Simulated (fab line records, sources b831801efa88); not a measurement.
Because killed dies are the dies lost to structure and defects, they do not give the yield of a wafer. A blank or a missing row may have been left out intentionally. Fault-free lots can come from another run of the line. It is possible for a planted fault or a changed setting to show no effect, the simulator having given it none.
fab line records	flow sky130
record: lots: 12	wafers: 36	lastDay: 50
route steps=708 shown METAL2@499 VIA2@522 METAL3@533 PAD_OPEN@708
lots that met no fault: from a run of the same line without faults
startH: the number of hours between the record's first day and the start of the first shown wafer of the lot	waitH: how many hours have passed since the lot's step before this one	" repeats the value in the row above	L1.1+2: one row covering several wafers at once	- value missing, or start not given	* or withheld: withheld	< > ~ a bound
route shown NAME@n: a module of which the file shows steps, and the number in the route of the first	usual: mean/standard deviation of fault-free wafers	same: alike in all rows	chamber/n: place in a boat	sites: the reading at each site	_std_site: the values' standard deviation	_edge_site: the outer-site mean with the inner-site mean subtracted	radiusMm: how far each site lies from the wafer's centre	mask NAME#n: copy n	behind: the last tool/chamber to shape the wafer	hold: what put the lot on hold/how long, in hours/how the hold closed	device: names the non-switching transistor (n, p or np)	end of line: tests run on the same wafers once the route is complete	step lacking rows: just its recipe	killed: not the wafer's yield, but the dies lost to structure and defects at the first sort	map: the dies of a wafer, with x for killed, . for not killed, _ for no die there
set.NAME: the setting that was run; set.NAME@STEP: the one run at that earlier step	model.NAME: the simulator's own value behind a step, which no gauge read
one table for each step of the route and one row for each wafer, over a sample of lots
services: the hour from which a tool's chamber was out of use, counted from the record's first day as startH (under 0 if before that day), plus the number of hours and why
== steps ==
step: SKY_METAL2_OVL_MEAS_16
usual: METAL2_OVL: 2/4.7
lot.wafer	tool	chamber	startH	waitH	METAL2_OVL[nm]
L731.1	overlay-01	-	828.59	0.1	7
L731.2	"	-	"	"	-2
L731.5	"	-	"	"	-2
L732.2	overlay-02	-	828.97	0.1	-6
L732.3	"	-	"	"	1
L732.4	"	-	"	"	1
L734.4	overlay-02	-	853.86	0.1	6
L734.5	"	-	"	"	2
L734.6	"	-	"	"	-3
L736.3	overlay-02	-	866.70	0.1	-2
L736.4	"	-	"	"	-2
L736.5	"	-	"	"	-5
L737.1	overlay-01	-	870.32	0.1	4
L737.2	"	-	"	"	4
L737.5	"	-	"	"	7
L740.1	overlay-02	-	897.87	0.1	3
L740.2	"	-	"	"	0
L740.6	"	-	"	"	0
L742.3	overlay-02	-	904.50	0.1	-4
L742.4	"	-	"	"	2
L742.5	"	-	"	"	-1
L749.2	overlay-01	-	957.20	0.1	8
L749.4	"	-	"	"	3
L749.5	"	-	"	"	7
L748.2	overlay-01	-	957.55	0.1	2
L748.3	"	-	"	"	4
L748.4	"	-	"	"	-3
L751.1	overlay-01	-	971.62	0.1	2
L751.5	"	-	"	"	4
L751.6	"	-	"	"	3
L752.1	overlay-02	-	978.74	0.1	5
L752.2	"	-	"	"	5
L752.4	"	-	"	"	5
L753.3	overlay-02	-	983.88	0.1	7
L753.4	"	-	"	"	4
L753.5	"	-	"	"	-4
step: SKY_METAL2_METAL_ETCH_19
recipe: targetDepthA: 3600	stopOn: SiO2	overEtchFrac: 0.3	timeS: 78	chemistry: Cl2/BCl3	resistSidewallDeg: 88	pressureMtorr: 10	icpW: 900	biasW: 48.5	Cl2_flow_sccm: 60	bcl3FlowSccm: 30
usual: bcl3FlowSccm: 29.99/0.094	biasW: 48.52/0.14	drypumpMotorCurrentA: 5.43/0.29	oesProductAu: 0.854/0.0053	throttleValvePct: 22.262/0.009
lot.wafer	tool	chamber	startH	waitH	bcl3FlowSccm	biasW	drypumpMotorCurrentA	oesProductAu	rfHoursCounterH	throttleValvePct
L731.1	rieMetal-04	1	828.72	0.0	30.17	48.65	5.69	0.862	15	22.268
L731.2	"	0	"	"	29.94	48.65	4.84	0.844	17	22.256
L731.5	"	0	"	"	30.00	48.45	4.85	0.857	-	22.270
L732.2	rieMetal-03	1	829.10	0.0	29.86	48.60	5.73	0.848	5	22.274
L732.3	"	1	"	"	29.99	48.34	5.73	0.849	-	22.252
L732.4	"	0	"	"	29.91	48.61	5.60	0.849	-	22.266
L734.4	rieMetal-02	1	854.00	0.1	29.96	48.48	5.46	0.854	-	22.261
L734.5	"	1	"	"	30.14	48.55	5.47	0.847	-	22.256
L734.6	"	0	"	"	29.96	48.77	5.12	0.853	-	22.279
L736.3	rieMetal-02	0	866.85	0.1	29.84	48.53	5.10	0.852	-	22.252
L736.4	"	1	"	"	29.88	48.64	5.45	0.853	-	22.272
L736.5	"	0	"	"	30.08	48.42	5.10	0.858	-	22.262
L737.1	rieMetal-03	1	870.45	0.0	30.03	48.66	5.76	0.852	7	22.250
L737.2	"	0	"	"	29.86	48.49	5.62	0.850	6	22.269
L737.5	"	1	"	"	29.98	48.77	5.74	0.847	-	22.256
L740.1	rieMetal-02	0	898.00	0.0	30.07	48.25	5.12	0.852	11	22.253
L740.2	"	1	"	"	29.95	48.55	5.45	0.860	19	22.256
L740.6	"	0	"	"	30.08	48.41	5.14	0.852	-	22.262
L742.3	rieMetal-04	1	904.78	0.1	30.05	48.67	5.74	0.849	-	22.279
L742.4	"	1	"	"	29.99	48.64	5.71	0.847	-	22.272
L742.5	"	1	"	"	30.05	48.70	5.70	0.854	-	22.275
L749.2	rieMetal-04	1	957.32	0.0	29.89	48.33	5.71	0.864	1	22.247
L749.4	"	1	"	"	29.95	48.28	5.70	0.864	-	22.264
L749.5	"	0	"	"	30.13	48.49	4.87	0.860	-	22.262
L748.2	rieMetal-02	1	957.70	0.1	30.03	48.20	5.44	0.854	1	22.269
L748.3	"	0	"	"	30.02	48.72	5.13	0.856	-	22.252
L748.4	"	1	"	"	29.93	48.25	5.43	0.845	-	22.270
L751.1	rieMetal-02	1	971.75	0.0	30.14	48.63	5.46	0.844	1	22.275
L751.5	"	0	"	"	29.91	48.64	5.13	0.858	-	22.273
L751.6	"	1	"	"	30.06	48.61	5.47	0.850	-	22.236
L752.1	rieMetal-02	0	978.87	0.0	30.13	48.83	5.12	0.865	16	22.265
L752.2	"	1	"	"	29.89	48.51	5.46	0.861	1	22.257
L752.4	"	0	"	"	30.23	48.86	5.11	0.860	-	22.276
L753.3	rieMetal-04	0	984.03	0.1	30.01	48.50	4.84	0.862	-	22.258
L753.4	"	1	"	"	29.99	48.38	5.71	0.862	-	22.268
L753.5	"	1	"	"	29.93	48.42	5.69	0.857	-	22.243
step: SKY_VIA2_ETCH_15
recipe: target: SiO2	chemistry: C4F8/O2/Ar	targetDepthNm: 546	stopOn: TiN	maskMaterial: KrF-thick	sourceW: 1500	biasW: 1200	pressureMtorr: 40	c4f8FlowSccm: withheld	O2_flow_sccm: 6	Ar_flow_sccm: 300	timeS: 84
usual: biasW: 1200/3.6	oesProductAu: 0.940/0.0046
lot.wafer	tool	chamber	startH	waitH	biasW	oesProductAu	rfHoursCounterH
L731.1	rieDiel-01	2	856.11	0.0	1204	0.938	14
L731.2	"	0	"	"	1199	0.938	5
L731.5	"	0	"	"	1202	0.944	-
L732.2	rieDiel-03	3	857.40	0.0	1196	0.941	11
L732.3	"	2	"	"	1206	0.940	15
L732.4	"	0	"	"	1196	0.937	11
L734.4	rieDiel-03	0	880.98	0.0	1204	0.937	12
L734.5	"	3	"	"	1202	0.947	-
L734.6	"	2	"	"	1197	0.938	-
L736.3	rieDiel-01	0	892.88	0.0	1209	0.937	6
L736.4	"	0	"	"	1207	0.942	-
L736.5	"	3	"	"	1194	0.937	-
L737.1	rieDiel-01	1	898.12	0.0	1205	0.944	17
L737.2	"	3	"	"	1197	0.942	7
L737.5	"	0	"	"	1201	0.948	-
L740.1	rieDiel-04	0	923.72	0.0	1198	0.939	4
L740.2	"	3	"	"	1042	0.938	10
L740.6	"	1	"	"	1196	0.944	-
L742.3	rieDiel-04	3	930.82	0.0	1043	0.940	10
L742.4	"	1	"	"	1198	0.944	26
L742.5	"	0	"	"	1198	0.943	-
L749.2	rieDiel-01	1	982.60	0.0	1195	0.946	19
L749.4	"	2	"	"	1200	0.935	18
L749.5	"	1	"	"	1201	0.938	-
L748.2	rieDiel-03	1	982.72	0.0	1197	0.942	5
L748.3	"	0	"	"	1201	0.938	15
L748.4	"	2	"	"	1202	0.938	18
L751.1	rieDiel-03	3	996.18	0.0	1201	0.940	14
L751.5	"	2	"	"	1194	0.948	-
L751.6	"	3	"	"	1197	0.942	-
L752.1	rieDiel-01	3	1003.60	0.0	1198	0.944	11
L752.2	"	1	"	"	1201	0.931	19
L752.4	"	2	"	"	1201	0.941	19
L753.3	rieDiel-04	2	1008.62	0.0	1198	0.944	19
L753.4	"	3	"	"	1202	0.938	12
L753.5	"	1	"	"	1198	0.939	-
step: SKY_METAL3_SPUTTER_01
recipe: material: TiN	targetThkNm: 20	powerW: 6500	timeS: 16.7	chamberPressurePa: 0.4
usual: throttleValvePct: 29.9/0.89
lot.wafer	tool	chamber	startH	waitH	throttleValvePct
L731.1	pvdSputter-04	-	857.72	0.0	29.5
L731.2	"	-	"	"	29.7
L731.5	"	-	"	"	31.0
L732.2	pvdSputter-02	-	858.79	0.0	29.9
L732.3	"	-	"	"	30.7
L732.4	"	-	"	"	28.3
L734.4	pvdSputter-02	-	882.37	0.0	29.9
L734.5	"	-	"	"	28.7
L734.6	"	-	"	"	30.7
L736.3	pvdSputter-02	-	894.23	0.0	30.8
L736.4	"	-	"	"	30.1
L736.5	"	-	"	"	29.8
L737.1	pvdSputter-01	-	899.47	0.0	30.1
L737.2	"	-	"	"	30.2
L737.5	"	-	"	"	28.7
L740.1	pvdSputter-01	-	925.14	0.0	30.1
L740.2	"	-	"	"	30.3
L740.6	"	-	"	"	28.8
L742.3	pvdSputter-01	-	932.21	0.0	30.4
L742.4	"	-	"	"	28.9
L742.5	"	-	"	"	30.3
L749.2	pvdSputter-04	-	984.01	0.0	29.8
L749.4	"	-	"	"	31.4
L749.5	"	-	"	"	30.7
L748.2	pvdSputter-01	-	984.10	0.0	28.9
L748.3	"	-	"	"	29.0
L748.4	"	-	"	"	29.9
L751.1	pvdSputter-02	-	997.53	0.0	30.8
L751.5	"	-	"	"	30.8
L751.6	"	-	"	"	28.3
L752.1	pvdSputter-04	-	1004.98	0.0	29.6
L752.2	"	-	"	"	31.0
L752.4	"	-	"	"	29.7
L753.3	pvdSputter-02	-	1009.97	0.0	28.6
L753.4	"	-	"	"	29.8
L753.5	"	-	"	"	30.1
step: SKY_PAD_OPEN_PROBE_99
usual: defectLimitedYield: 82.0/2.1	killed_at_M0_to_M3: 45/7	killed_at_M4_up: 3.4/1.8	killedAtContacts: 24/5.4	killedAtFrontEnd: 16/4.8	killedAtOther: 0.4/0.62	killedDies: 89/10	killedOpen: 48/7.2	killedShort: 40/6.3	sort_bin_3_pad_short: 0.9/0.39	sort_bin_5_function: 10.7/1.5	sort_bin_6_memory: 6.4/1.1	sortNPass: 403/10	sortYieldPct: 82.0/2.1
same: grossDies: 492	killedAtBackSide: 0	sort_bin_4_leakage[%]: 0	sort_bin_8_speed[%]: 0
lot.wafer	tool	chamber	startH	waitH	defectLimitedYield[%]	killed_at_M0_to_M3	killed_at_M4_up	killedAtContacts	killedAtFrontEnd	killedAtOther	killedDies	killedOpen	killedShort	sort_bin_3_pad_short[%]	sort_bin_5_function[%]	sort_bin_6_memory[%]	sortNPass	sortYieldPct[%]
L736.3	prober-02	-	1112.98	0.2	79.3	51	6	25	20	0	102	60	41	0.8	12.4	7.5	390	79.3
L736.4	prober-02	-	1113.03	0.2	79.7	47	2	21	30	0	100	52	48	1.2	13.0	6.1	392	79.7
L736.5	prober-02	-	1113.08	0.2	81.3	49	5	26	12	0	92	56	35	0	11.0	7.7	400	81.3
killed by level:class
L736.3 CONTACT:geometricParticle:open=13 VIA3:geometricParticle:open=11 VIA1:geometricParticle:open=10 METAL2:geometricParticle:short=6 VIA2:geometricParticle:open=6 POLY_GATE:geometricParticle:open=5 METAL1:geometricParticle:short=5 METAL3:geometricParticle:short=5
L736.4 VIA1:geometricParticle:open=12 POLY_GATE:geometricParticle:short=11 POLY_GATE:geometricParticle:open=8 LI_CONTACT:geometricParticle:open=8 VIA2:geometricParticle:short=6 VIA3:geometricParticle:open=6 CONTACT:geometricParticle:open=5 FIELD_ISO:geometricParticle:short=4
L736.5 CONTACT:geometricParticle:open=14 VIA1:geometricParticle:open=14 VIA2:geometricParticle:open=10 METAL1:geometricParticle:short=8 METAL2:geometricParticle:short=7 CONTACT:geometricParticle:short=6 LI_CONTACT:geometricParticle:open=5 FIELD_ISO:geometricParticle:open=3
== services ==
tool	chamber	startH	hours	kind
rieMetal-04	-	806.43	2.0	repair
rieDiel-01	3	822.50	3.9	repair
rieMetal-04	-	825.33	2.8	pm
pvdSputter-02	-	842.51	5.4	repair
rieDiel-04	3	842.89	2.9	repair
rieMetal-02	0	844.25	1.1	repair
rieMetal-04	1	856.17	5.0	repair
rieDiel-01	3	874.57	11.6	repair
pvdSputter-02	-	877.15	2.6	repair
rieMetal-04	1	884.37	10.0	repair
rieDiel-01	1	886.94	7.8	repair
pvdSputter-02	-	887.45	5.4	repair
rieDiel-03	3	897.10	15.2	repair
rieDiel-04	-	924.84	0.1	repair
rieMetal-02	1	931.78	-	clean
rieMetal-02	1	931.78	15.4	scheduledDown
rieMetal-02	1	931.78	15.4	ventCycle
pvdSputter-02	-	931.93	4.5	repair
rieDiel-04	1	961.32	1.2	repair
rieDiel-03	2	983.95	9.4	repair
rieDiel-04	-	991.37	2.8	pm
pvdSputter-04	-	993.37	5.6	repair
rieDiel-01	0	995.68	5.8	repair
pvdSputter-01	-	1001.97	5.4	repair
== key ==
firstSign: step: SKY_VIA2_ETCH_15	reading: biasW	direction: down	sigmas: 44	usual: 1200	struck: 1042
effect none on later readings
metAt SKY_VIA2_ETCH_15
struckLots L740,L742
struckWafers L740.2,L742.3
notActingAt SKY_METAL2_OVL_MEAS_16,SKY_METAL2_METAL_ETCH_19,SKY_METAL3_SPUTTER_01
fault: kind: processParameterDrift	tool: rieDiel-04	chamber: 3	onsetH: 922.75	steps: SKY_VIA2_ETCH_15	channel: biasW	offset: -154.44	shape: step	endH: 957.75	actsIn: theseRecipesOnly	stated: 1200
